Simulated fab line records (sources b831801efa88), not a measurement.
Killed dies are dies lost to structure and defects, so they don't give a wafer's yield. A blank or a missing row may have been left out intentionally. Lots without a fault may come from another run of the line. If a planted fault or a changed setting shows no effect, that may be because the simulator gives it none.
Which tool did it? || flow gf180mcu || 13 lots, 39 wafers sampled, at 1 step of a route of 602

== WHAT EACH GAUGE READ, for each wafer ==
GF_V3_OVL_MEAS_15.
{"lot": "L721", "measured": "day 22 00:41", "on": "overlay-02", "V3_OVL (nm)": "-10 -5 -4"}
{"lot": "L722", "measured": "day 22 15:02", "on": "overlay-01", "V3_OVL (nm)": "-3 -3 1"}
{"lot": "L723", "measured": "day 23 06:01", "on": "overlay-02", "V3_OVL (nm)": "-7 -2 -1"}
{"lot": "L724", "measured": "day 23 07:37", "on": "overlay-01", "V3_OVL (nm)": "7 5 -2"}
{"lot": "L725", "measured": "day 23 21:16", "on": "overlay-01", "V3_OVL (nm)": "-1 -8 -4"}
{"lot": "L726", "measured": "day 24 05:53", "on": "overlay-02", "V3_OVL (nm)": "-13 -6 -8"}
{"lot": "L731", "measured": "day 25 23:13", "on": "overlay-01", "V3_OVL (nm)": "-6 -2 -2"}
{"lot": "L734", "measured": "day 26 21:11", "on": "overlay-02", "V3_OVL (nm)": "3 -4 2"}
{"lot": "L736", "measured": "day 28 11:56", "on": "overlay-01", "V3_OVL (nm)": "1 14 0"}
{"lot": "L737", "measured": "day 28 14:07", "on": "overlay-01", "V3_OVL (nm)": "3 -1 4"}
{"lot": "L738", "measured": "day 28 16:08", "on": "overlay-02", "V3_OVL (nm)": "-2 -1 3"}
{"lot": "L740", "measured": "day 28 22:08", "on": "overlay-01", "V3_OVL (nm)": "-4 -3 -1"}
{"lot": "L741", "measured": "day 29 04:16", "on": "overlay-01", "V3_OVL (nm)": "-7 -6 -6"}

== TOOL THAT RAN EACH LOT (tool first, then ch and the chambers of the sampled wafers, then the start) ==
Before these readings, the record contains no process step.

== AS READ BY THE TOOLS THEMSELVES (means over the sampled wafers that have a number; for cases with no such wafer, the mark the record gives instead) ==
The record holds no such reading with a usual standard deviation.

== THE ANSWER, worked out from the rows above alone ==
Rule: usual is defined by the lots themselves. The widest of any qualifying gaps counts: lots, ordered by their means at a reading, are off when they make up no more than a third of the lots, leave a main group of 4 or more, and stand apart from it by 3 or more times the standard deviation of that group's means. A main group whose means are all the same, to the digits that the tables above print for the reading, isn't used. Also off: a lot with no number at a reading for which 4 or more lots have one. Any other lot the step has rows for is counted as sound. After the gauges, taken in route order, come the tools' own readings; for these a lot's mean is taken, as printed above. The first step at which some lot is off is used, and at that step the reading that is off furthest; a lot without a number counts as furthest.
Nothing can be told from this: no lot is off at any reading shown.

== WHAT THE SIMULATOR HAD PUT IN ==
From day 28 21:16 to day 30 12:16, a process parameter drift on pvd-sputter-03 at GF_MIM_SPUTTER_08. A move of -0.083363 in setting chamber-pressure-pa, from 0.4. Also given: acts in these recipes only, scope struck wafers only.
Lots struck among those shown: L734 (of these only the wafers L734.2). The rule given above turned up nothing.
